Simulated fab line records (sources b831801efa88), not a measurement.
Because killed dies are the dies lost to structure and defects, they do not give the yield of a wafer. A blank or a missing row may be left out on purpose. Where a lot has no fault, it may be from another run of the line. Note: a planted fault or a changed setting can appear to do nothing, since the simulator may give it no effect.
What tool caused it?    flow gf180mcu    13 lots, 38 wafers sampled, at 3 steps of a route of 602

== WHAT THE GAUGES READ, wafer by wafer ==
GF_VT_IMPLANT_OVL_MEAS_07.
lot   measured      on          VT_IMPLANT_OVL (nm)
L539  day 5 18:52   overlay-01  -1.2 0.2 -1.2
L540  day 6 04:31   overlay-01  -2.5 -0.5 -3.5
L541  day 6 08:59   overlay-01  1.4 -1.6 0.4
L542  day 6 14:40   overlay-01  -0.7 -1.9 0.1
L545  day 7 07:51   overlay-02  -1.5 -1.6 -2.1
L546  day 7 14:47   overlay-02  -2.9 -4.6 -2.7
L547  day 8 02:38   overlay-01  -0.4 -0.6 -0.1
L548  day 8 09:29   overlay-02  -0.3 -0.1 -1.5
L555  day 10 03:19  overlay-01  -0.2 -0.2 -1.8
L558  day 10 17:40  overlay-02  -2.2 -2.0
L559  day 11 00:05  overlay-02  -1.3 2.0 1.2
L560  day 11 06:05  overlay-02  0.0 -0.6 -0.8
L561  day 11 18:22  overlay-02  -0.1 -1.7 -2.4

GF_VT_IMPLANT_TW_MEAS_32.
lot   measured      on             VT_IMPLANT_3_TW
L539  day 7 01:22   film-metro-01  268.9 270.0 270.2
L540  day 7 11:13   film-metro-04  269.2 269.0 271.1
L541  day 7 16:01   film-metro-03  265.1 266.5 265.1
L542  day 8 01:58   film-metro-03  267.2 266.5 265.6
L545  day 8 16:32   film-metro-03  266.0 265.2 266.0
L546  day 8 23:54   film-metro-03  263.9 266.4 266.7
L547  day 9 12:44   film-metro-03  263.9 264.4 263.3
L548  day 9 20:04   film-metro-03  264.2 265.0 263.7
L555  day 11 17:06  film-metro-04  272.4 273.2 271.1
L558  day 12 08:12  film-metro-04  271.1 271.9
L559  day 12 15:28  film-metro-04  272.1 270.4 271.1
L560  day 12 21:15  film-metro-04  272.0 270.9 272.3
L561  day 13 09:48  film-metro-03  264.2 264.7 264.6

== WHAT TOOL EACH LOT RAN ON (gives the tool, then ch and the chambers of the sampled wafers, and finally the start) ==
lot   GF_VT_IMPLANT_STRIP_09
L539  plasma-asher-04 ch 0,1, day 5 19:03
L540  plasma-asher-04 ch 0,1, day 6 04:42
L541  plasma-asher-02 ch 0,1, day 6 09:11
L542  plasma-asher-01 ch 0,1, day 6 19:26
L545  plasma-asher-02 ch 0,1, day 7 08:03
L546  plasma-asher-02 ch 0,1, day 7 14:58
L547  plasma-asher-02 ch 0,1, day 8 02:50
L548  plasma-asher-01 ch 0,1, day 8 09:40
L555  plasma-asher-02 ch 0,1, day 10 03:30
L558  plasma-asher-04 ch 0,1, day 10 17:51
L559  plasma-asher-04 ch 0,1, day 11 00:16
L560  plasma-asher-02 ch 0,1, day 11 06:16
L561  plasma-asher-02 ch 0,1, day 11 18:33
- GF_VT_IMPLANT_STRIP_09: strips in O2/N2.

== WHAT THE TOOLS THEMSELVES READ (means of the sampled wafers that have a number; where no wafer has one, the mark that the record gives instead) ==
GF_VT_IMPLANT_STRIP_09.
lot   tool             drypump-motor-current-A (A)  heater-power-w (W)  n2-flow-sccm (sccm)  oes-product-au (a.u.)  strip-time-to-endpoint-s (s)
L539  plasma-asher-04  5.2                          305                 299.8                0.716                  12.636
L540  plasma-asher-04  5.3                          307                 300.7                0.717                  12.682
L541  plasma-asher-02  6.4                          338                 301.0                0.715                  12.625
L542  plasma-asher-01  5.6                          332                 300.5                0.717                  12.675
L545  plasma-asher-02  6.3                          325                 299.9                0.717                  12.662
L546  plasma-asher-02  6.3                          320                 301.2                0.721                  12.656
L547  plasma-asher-02  6.4                          339                 300.9                0.715                  12.630
L548  plasma-asher-01  5.6                          337                 300.4                0.717                  12.680
L555  plasma-asher-02  6.4                          337                 299.4                0.715                  12.646
L558  plasma-asher-04  5.2                          304                 298.3                0.716                  12.670
L559  plasma-asher-04  5.3                          303                 299.9                0.720                  12.700
L560  plasma-asher-02  6.3                          340                 299.4                0.714                  12.623
L561  plasma-asher-02  6.3                          325                 300.3                0.717                  12.695

== THE ANSWER, worked out from the rows above alone ==
Rule: usual is defined by the lots themselves. The widest of any qualifying gaps counts: lots, ordered by their means at a reading, are off when they make up no more than a third of the lots, leave a main group of 4 or more, and stand apart from it by 3 or more times the standard deviation of that group's means. A main group is skipped when, at the precision printed for the reading in the tables above, its means are all equal. Also off: a lot with no number at a reading for which 4 or more lots have one. All remaining lots with rows at the step are treated as sound. After the gauges, taken in route order, come the tools' own readings; for these a lot's mean is taken, as printed above. At the first step where some lot is off, the reading lying furthest off is the one used; lots without a number count as furthest.
No lot is off at any reading shown: from this, nothing can be told.

== WHAT WAS PUT IN BY THE SIMULATOR ==
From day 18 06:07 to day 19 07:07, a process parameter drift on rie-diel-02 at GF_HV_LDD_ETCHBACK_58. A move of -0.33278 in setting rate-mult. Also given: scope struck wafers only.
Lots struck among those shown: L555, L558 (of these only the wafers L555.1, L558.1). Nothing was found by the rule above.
